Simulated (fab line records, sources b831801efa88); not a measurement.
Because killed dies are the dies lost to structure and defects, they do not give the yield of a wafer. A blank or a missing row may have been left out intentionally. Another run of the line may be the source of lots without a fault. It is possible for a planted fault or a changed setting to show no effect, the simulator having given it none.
The same fault as seen by 2 desks    flow gf180mcu    only its own numbers are on each desk; what lay behind them is given at the end

THE TOOL OWNER'S DESK: cvdW-01
The tool's own readings at GF_V1_CVD_23 (deposits W, target thk 350 nm, time 105.05 s): means of the sampled wafers that have a number, for each lot that ran on this tool. Any lot whose mean is over 4 standard deviations away from the usual mean is out of limits and marked OUT; that distance is given in the brackets.
Columns: A = chamberPressureTorr at GF_V1_CVD_23, usual 40.02 Torr; B = heaterPowerW at GF_V1_CVD_23, usual 918 W
lot   first seen here  A                B
L538  day 18 14:15     40.03            929
L544  day 20 17:22     40.07            981
L546  day 21 09:41     38.64 (-16) OUT  955
L547  day 21 21:03     38.66 (-16) OUT  950
L555  day 25 00:33     39.99            955
L556  day 25 06:16     39.93            964
L557  day 25 06:41     40.00            893
L559  day 26 01:01     40.07            955
This desk's verdict: out of limits on L546, L547, starting with L546 at day 21 09:41 (chamberPressureTorr at GF_V1_CVD_23). Within limits: L538, L544, L555, L556, L557, L559.

FROM THE METROLOGY DESK
Lot by lot, what the gauges showed, no matter which tool ran the lot: averages of those sampled wafers that carry a number. Any lot whose mean is over 4 standard deviations away from the usual mean is out of limits and marked OUT; that distance is given in the brackets.
Columns: A = cdNm at GF_V1_CD_MEAS_14, usual 259.7 nm; B = V1_W_THK at GF_V1_THK_MEAS_25, usual 354 nm
lot   first seen here  A      B
L538  day 18 13:20     260.5  358
L539  day 18 17:58     261.4  345
L544  day 20 16:29     257.9  357
L546  day 21 08:41     261.5  350
L547  day 21 20:04     258.9  344
L548  day 22 06:19     261.3  349
L554  day 24 22:52     259.9  359
L555  day 24 23:36     259.9  357
L556  day 25 05:20     257.7  349
L557  day 25 05:47     258.9  357
L558  day 25 08:36     261.3  355
L559  day 26 00:06     259.2  356
L560  day 26 11:45     258.9  358
Result from this desk: across the 13 lots, nothing is out of limits.

PUT TOGETHER
On L546, L547, at day 21 09:41, an alarm was possible from the tool owner's desk.
The metrology desk saw nothing out of limits.
The metrology desk has L546, L547 on record, within its limits.
The lots listed all ran GF_V1_CVD_23 on cvdW-01.

WHAT THE SIMULATOR HAD INSERTED
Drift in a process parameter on cvdW-01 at GF_V1_CVD_23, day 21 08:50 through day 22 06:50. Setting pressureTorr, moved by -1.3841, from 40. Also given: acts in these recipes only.
Shown lots that were struck: L546, L547.
Hours from the fault's start to each desk's first reading out of limits: the tool owner's desk, 1.
